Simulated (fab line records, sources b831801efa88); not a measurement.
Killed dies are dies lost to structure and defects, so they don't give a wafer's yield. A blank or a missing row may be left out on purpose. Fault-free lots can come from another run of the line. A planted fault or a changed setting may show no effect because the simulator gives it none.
fab line records ; flow sfq-line
record lots=14; wafers=42; last-day=84
route steps=325 shown I1@83 M3@131 I3@134
lots untouched by any fault: they come from a run of this same line in which no faults occurred
start-h: start of the lot's first displayed wafer, in hours after the record's first day ; wait-h: hours from the lot's prior step to this one ; " identical to the entry in the row above ; L1.1+2: a row that stands for several wafers ; - no value present, or no start provided ; * or withheld: withheld ; < > ~ a bound
route shown NAME@n: a module of which the file shows steps, and the number in the route of the first ; usual: mean and standard deviation over wafers with no fault ; same: alike in all rows ; chamber/n: place in a boat ; sites: each site's reading ; _std_site: standard deviation of those values ; _edge_site: outer sites' mean less inner sites' ; radius-mm: for every site, how far away it sits from the centre of the wafer ; mask NAME#n: copy n ; behind: tool/chamber where the wafer was last shaped ; hold: why the lot went on hold/how many hours it stayed there/how the hold came to an end ; device: whichever transistor did not switch (one of n, p or np) ; end of line: at the end of the route, the tests of the same wafers ; a step without rows: its recipe alone ; killed: dies lost to structure and defects at the first sort, not the wafer's yield ; map: a wafer's dies, x killed, . not, _ none there
set.NAME: setting as actually run; set.NAME@STEP: the setting as run at that earlier step ; model.NAME: the simulator's own value behind a step, which no gauge read
the route's steps for a sample of lots (tables are steps, rows are wafers)
services: from which hour (start-h, from the record's first day; less than 0 if before it) a tool's chamber was out of use, for how many hours, and why
## steps
# step SFQ_I1_OVL_MEAS_913
# usual I1_OVL=-1/6
lot.wafer;tool;chamber;start-h;wait-h;I1_OVL[nm]
L863.2;overlay-02;-;360.62;0.1;-7
L863.5;overlay-02;-;360.62;0.1;1
L863.6;overlay-02;-;360.62;0.1;-6
L864.1;overlay-02;-;370.24;0.1;-4
L864.2;overlay-02;-;370.24;0.1;-6
L864.4;overlay-02;-;370.24;0.1;-2
L865.1;overlay-01;-;379.81;0.1;0
L865.2;overlay-01;-;379.81;0.1;7
L865.5;overlay-01;-;379.81;0.1;-1
L866.2;overlay-01;-;388.22;0.1;4
L866.3;overlay-01;-;388.22;0.1;0
L866.4;overlay-01;-;388.22;0.1;5
L867.4;overlay-01;-;400.67;0.1;1
L867.5;overlay-01;-;400.67;0.1;-6
L867.6;overlay-01;-;400.67;0.1;-8
L868.2;overlay-02;-;403.06;0.1;-10
L868.4;overlay-02;-;403.06;0.1;-6
L868.5;overlay-02;-;403.06;0.1;4
L869.3;overlay-01;-;413.44;0.1;5
L869.5;overlay-01;-;413.44;0.1;-3
L869.6;overlay-01;-;413.44;0.1;-13
L873.2;overlay-02;-;502.24;0.1;-3
L873.5;overlay-02;-;502.24;0.1;-6
L873.6;overlay-02;-;502.24;0.1;3
L875.2;overlay-01;-;518.96;0.1;-3
L875.3;overlay-01;-;518.96;0.1;13
L875.4;overlay-01;-;518.96;0.1;0
L876.1;overlay-02;-;527.23;0.1;0
L876.2;overlay-02;-;527.23;0.1;-7
L876.6;overlay-02;-;527.23;0.1;0
L878.3;overlay-01;-;547.64;0.1;6
L878.4;overlay-01;-;547.64;0.1;-7
L878.6;overlay-01;-;547.64;0.1;0
L881.3;overlay-02;-;566.84;0.1;-3
L881.4;overlay-02;-;566.84;0.1;-2
L881.6;overlay-02;-;566.84;0.1;-1
L883.1;overlay-01;-;575.23;0.1;10
L883.5;overlay-01;-;575.23;0.1;7
L883.6;overlay-01;-;575.23;0.1;-3
L886.1;overlay-02;-;598.48;0.1;0
L886.4;overlay-02;-;598.48;0.1;-6
L886.5;overlay-02;-;598.48;0.1;1
# step SFQ_TRILAYER_I1_VIA_STRIP_STRIP_053
# recipe gas=O2; power-w=200; platen-temp-c=40; overash-fraction=0.65; chemistry=O2; pressure-mtorr=50
# usual drypump-motor-current-A=5.61/0.28; oes-product-au=1.001/0.009
lot.wafer;tool;chamber;start-h;wait-h;drypump-motor-current-A;oes-product-au;rf-hours-counter-h
L863.2;rie-metal-03;1;361.00;-;5.31;0.998;-
L863.5;rie-metal-03;1;361.00;-;5.31;1.012;-
L863.6;rie-metal-03;1;361.00;-;5.27;1.003;-
L864.1;rie-metal-01;0;370.43;-;5.90;0.989;9
L864.2;rie-metal-01;1;370.43;-;5.48;0.974;168
L864.4;rie-metal-01;1;370.43;-;5.48;0.990;-
L865.1;rie-metal-03;0;380.00;-;5.51;1.011;153
L865.2;rie-metal-03;1;380.00;-;5.25;1.006;90
L865.5;rie-metal-03;0;380.00;-;5.50;1.013;-
L866.2;rie-metal-03;1;388.40;-;5.30;1.008;91
L866.3;rie-metal-03;0;388.40;-;5.52;1.007;-
L866.4;rie-metal-03;1;388.40;-;5.28;1.010;-
L867.4;rie-metal-03;0;401.04;-;5.50;1.018;-
L867.5;rie-metal-03;1;401.04;-;5.29;1.016;-
L867.6;rie-metal-03;0;401.04;-;5.48;1.009;-
L868.2;rie-metal-01;1;403.24;-;5.47;0.988;174
L868.4;rie-metal-01;1;403.24;-;5.47;0.983;-
L868.5;rie-metal-01;0;403.24;-;5.90;0.986;-
L869.3;rie-metal-01;0;413.82;-;5.89;1.001;-
L869.5;rie-metal-01;1;413.82;-;5.45;0.986;-
L869.6;rie-metal-01;0;413.82;-;5.90;0.997;-
L873.2;rie-metal-03;1;502.42;-;5.29;1.004;112
L873.5;rie-metal-03;1;502.42;-;5.27;0.999;-
L873.6;rie-metal-03;0;502.42;-;5.52;1.011;-
L875.2;rie-metal-04;0;519.14;-;6.15;1.004;83
L875.3;rie-metal-04;1;519.14;-;5.65;0.999;-
L875.4;rie-metal-04;0;519.14;-;6.14;0.999;-
L876.1;rie-metal-04;0;527.42;-;6.16;1.001;84
L876.2;rie-metal-04;1;527.42;-;5.66;1.007;49
L876.6;rie-metal-04;0;527.42;-;6.12;1.002;-
L878.3;rie-metal-03;1;548.02;-;5.29;1.008;-
L878.4;rie-metal-03;0;548.02;-;5.51;1.011;-
L878.6;rie-metal-03;0;548.02;-;5.50;1.002;-
L881.3;rie-metal-01;0;567.22;-;5.92;0.989;-
L881.4;rie-metal-01;1;567.22;-;5.46;0.983;-
L881.6;rie-metal-01;0;567.22;-;5.93;0.999;-
L883.1;rie-metal-04;0;575.42;-;6.13;1.004;93
L883.5;rie-metal-04;1;575.42;-;5.64;1.003;-
L883.6;rie-metal-04;0;575.42;-;6.12;1.006;-
L886.1;rie-metal-04;0;598.67;-;6.15;0.996;97
L886.4;rie-metal-04;0;598.67;-;6.16;1.006;-
L886.5;rie-metal-04;0;598.67;-;6.13;1.003;-
# step SFQ_TRILAYER_M3_STRIP_STRIP_079
# recipe gas=O2; power-w=200; platen-temp-c=40; overash-fraction=0.65; chemistry=O2; pressure-mtorr=50
# usual drypump-motor-current-A=5.6/0.43; oes-product-au=1.003/0.007
lot.wafer;tool;chamber;start-h;wait-h;drypump-motor-current-A;oes-product-au;rf-hours-counter-h
L863.2;rie-metal-04;1;640.02;0.1;5.7;1.002;72
L863.5;rie-metal-04;1;640.02;0.1;5.6;1.009;-
L863.6;rie-metal-04;0;640.02;0.1;6.2;1.008;-
L864.1;rie-metal-04;1;648.42;0.1;5.7;1.008;73
L864.2;rie-metal-04;0;648.42;0.1;6.1;1.009;108
L864.4;rie-metal-04;0;648.42;0.1;6.1;1.004;-
L865.1;rie-metal-03;1;655.62;0.1;5.2;1.008;140
L865.2;rie-metal-03;0;655.62;0.1;5.5;1.007;34
L865.5;rie-metal-03;0;655.62;0.1;5.5;0.994;-
L866.2;rie-metal-03;1;662.20;0.1;5.3;1.000;141
L866.3;rie-metal-03;0;662.20;0.1;5.5;1.000;-
L866.4;rie-metal-03;1;662.20;0.1;5.3;1.004;-
L867.4;rie-metal-04;0;675.02;0.2;6.1;1.017;-
L867.5;rie-metal-04;1;675.02;0.2;5.6;1.012;-
L867.6;rie-metal-04;0;675.02;0.2;6.1;1.016;-
L868.2;rie-metal-03;1;678.42;0.1;5.3;1.006;144
L868.4;rie-metal-03;1;678.42;0.1;5.3;1.013;-
L868.5;rie-metal-03;0;678.42;0.1;5.5;1.012;-
L869.3;rie-metal-04;1;687.02;0.2;5.7;1.004;-
L869.5;rie-metal-04;1;687.02;0.2;5.7;0.999;-
L869.6;rie-metal-04;0;687.02;0.2;6.1;0.997;-
L873.2;rie-metal-04;0;754.87;0.1;6.1;1.001;130
L873.5;rie-metal-04;1;754.87;0.1;5.7;0.991;-
L873.6;rie-metal-04;0;754.87;0.1;6.1;0.993;-
L875.2;rie-metal-04;1;763.07;0.1;5.7;0.998;96
L875.3;rie-metal-04;0;763.07;0.1;6.1;0.998;-
L875.4;rie-metal-04;1;763.07;0.1;5.6;0.996;-
L876.1;rie-metal-04;1;770.27;0.1;5.7;1.004;98
L876.2;rie-metal-04;0;770.27;0.1;6.1;1.000;133
L876.6;rie-metal-04;0;770.27;0.1;6.1;0.984;-
L878.3;rie-metal-03;0;795.22;0.2;5.5;0.989;-
L878.4;rie-metal-03;1;795.22;0.2;5.3;1.003;-
L878.6;rie-metal-03;0;795.22;0.2;5.5;0.998;-
L881.3;rie-metal-04;0;816.82;0.2;6.1;1.015;-
L881.4;rie-metal-04;1;816.82;0.2;5.6;1.015;-
L881.6;rie-metal-04;1;816.82;0.2;5.6;1.005;-
L883.1;rie-metal-02;1;826.22;0.1;5.4;1.018;89
L883.5;rie-metal-02;1;826.22;0.1;5.4;0.998;-
L883.6;rie-metal-02;0;826.22;0.1;4.7;1.014;-
L886.1;rie-metal-02;0;835.82;0.1;4.7;1.014;100
L886.4;rie-metal-02;0;835.82;0.1;4.7;0.995;-
L886.5;rie-metal-02;1;835.82;0.1;5.4;1.007;-
# step SFQ_TRILAYER_I3_CMP_CMP_082
# recipe material=SiO2; down-force-psi=3; platen-rpm=60; pad-velocity-m-s=0.94248
# usual head-pressure-psi=3.001/0.0062; motor-current-A=10.4/0.99; time-to-endpoint-s=215/6.8
lot.wafer;tool;chamber;start-h;wait-h;head-pressure-psi;motor-current-A;time-to-endpoint-s
L863.2;cmp-01;2;647.25;6.4;2.994;8.6;218
L863.5;cmp-01;3;647.25;6.4;2.998;10.0;230
L863.6;cmp-01;0;647.25;6.4;3.004;12.1;223
L864.4;cmp-02;0;654.18;4.9;2.999;10.2;226
L864.2;cmp-02;1;654.18;4.9;2.990;11.2;213
L864.1;cmp-02;2;654.18;4.9;3.001;11.9;212
L865.1;cmp-02;2;663.18;6.7;3.008;11.2;215
L865.2;cmp-02;0;664.18;7.7;3.010;10.6;215
L865.5;cmp-02;1;664.18;7.7;2.997;10.5;220
L866.3;cmp-01;3;671.05;8.0;2.996;9.6;215
L866.4;cmp-01;1;672.05;9.0;3.006;9.3;219
L866.2;cmp-01;2;672.05;9.0;2.999;8.6;208
L867.4;cmp-02;3;685.18;9.5;2.989;10.7;214
L867.5;cmp-02;0;685.18;9.5;2.993;9.9;221
L867.6;cmp-02;1;685.18;9.5;3.006;11.2;219
L868.2;cmp-01;1;688.29;9.1;2.993;9.5;219
L868.4;cmp-01;2;688.29;9.1;3.005;8.4;222
L868.5;cmp-01;1;690.29;11.0;2.993;9.9;224
L869.3;cmp-02;1;701.68;14.0;2.999;10.6;221
L869.6;cmp-02;1;703.68;16.0;2.999;11.0;217
L869.5;cmp-02;2;703.68;16.0;3.004;11.4;215
L873.2;cmp-01;2;777.79;22.1;3.004;8.8;209
L873.6;cmp-01;3;777.79;22.1;3.005;9.9;206
L873.5;cmp-01;0;777.79;22.1;3.008;11.6;217
L875.4;cmp-01;1;785.29;21.4;3.764;11.0;178
L875.2;cmp-01;2;785.29;21.4;3.769;9.6;171
L875.3;cmp-01;0;786.79;22.9;3.769;14.1;178
L876.2;cmp-01;3;794.79;23.7;3.757;11.0;168
L876.1;cmp-01;1;795.79;24.7;3.760;11.2;166
L876.6;cmp-01;3;796.79;25.7;3.765;11.5;170
L878.4;cmp-02;1;817.97;22.1;2.999;10.4;209
L878.3;cmp-02;2;817.97;22.1;2.998;11.3;212
L878.6;cmp-02;0;819.47;23.6;3.010;9.9;212
L881.3;cmp-02;2;841.47;24.0;3.001;11.0;217
L881.4;cmp-02;1;842.97;25.5;2.999;11.0;216
L881.6;cmp-02;2;842.97;25.5;2.996;11.2;218
L883.1;cmp-02;3;850.97;23.9;3.006;10.6;218
L883.6;cmp-02;2;852.47;25.4;3.001;11.4;218
L883.5;cmp-02;3;852.47;25.4;3.010;11.3;215
L886.1;cmp-02;0;859.47;22.8;3.012;10.6;205
L886.4;cmp-02;3;860.97;24.3;3.004;10.6;212
L886.5;cmp-02;1;861.97;25.3;2.999;10.8;215
## services
tool;chamber;start-h;hours;kind
rie-metal-04;-;357.87;6.5;repair
rie-metal-03;0;359.94;11.6;repair
cmp-02;-;360.39;0.5;repair
cmp-02;-;397.33;1.0;repair
cmp-01;-;407.00;2.2;repair
cmp-02;-;422.86;0.8;repair
cmp-02;-;423.18;3.5;repair
cmp-02;-;435.12;0.4;repair
cmp-02;-;436.95;0.7;repair
cmp-02;-;501.13;0.7;repair
cmp-02;-;551.21;5.9;pm
rie-metal-04;-;552.34;2.8;pm
rie-metal-03;1;554.65;3.9;repair
cmp-02;-;558.79;0.5;repair
cmp-02;-;564.76;2.0;repair
cmp-02;-;572.76;4.0;pm
cmp-02;-;583.51;0.5;repair
cmp-02;-;606.76;4.9;pm
cmp-02;-;711.75;0.6;repair
cmp-02;-;721.17;3.3;repair
cmp-02;-;764.79;0.5;repair
cmp-02;-;777.37;0.7;repair
rie-metal-03;-;858.02;0.4;repair
rie-metal-03;0;858.34;4.4;repair
## key
first-sign step=SFQ_TRILAYER_I3_CMP_CMP_082; reading=head-pressure-psi; direction=up; sigmas=99+; usual=3.001; struck=3.764
effect step=SFQ_TRILAYER_I3_CMP_CMP_082; reading=time-to-endpoint-s; direction=down; sigmas=6.4; usual=*; struck=*
met-at SFQ_TRILAYER_I3_CMP_CMP_082
struck-lots L875,L876
not-acting-at SFQ_I1_OVL_MEAS_913,SFQ_TRILAYER_I1_VIA_STRIP_STRIP_053,SFQ_TRILAYER_M3_STRIP_STRIP_079
onset-between 777.79 785.29
fault kind=process-parameter-drift; tool=cmp-01; chamber=-; onset-h=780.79; steps=SFQ_TRILAYER_I3_CMP_CMP_082; channel=down-force-psi; offset=0.76522; shape=step; end-h=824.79; acts-in=these-recipes-only; stated=3
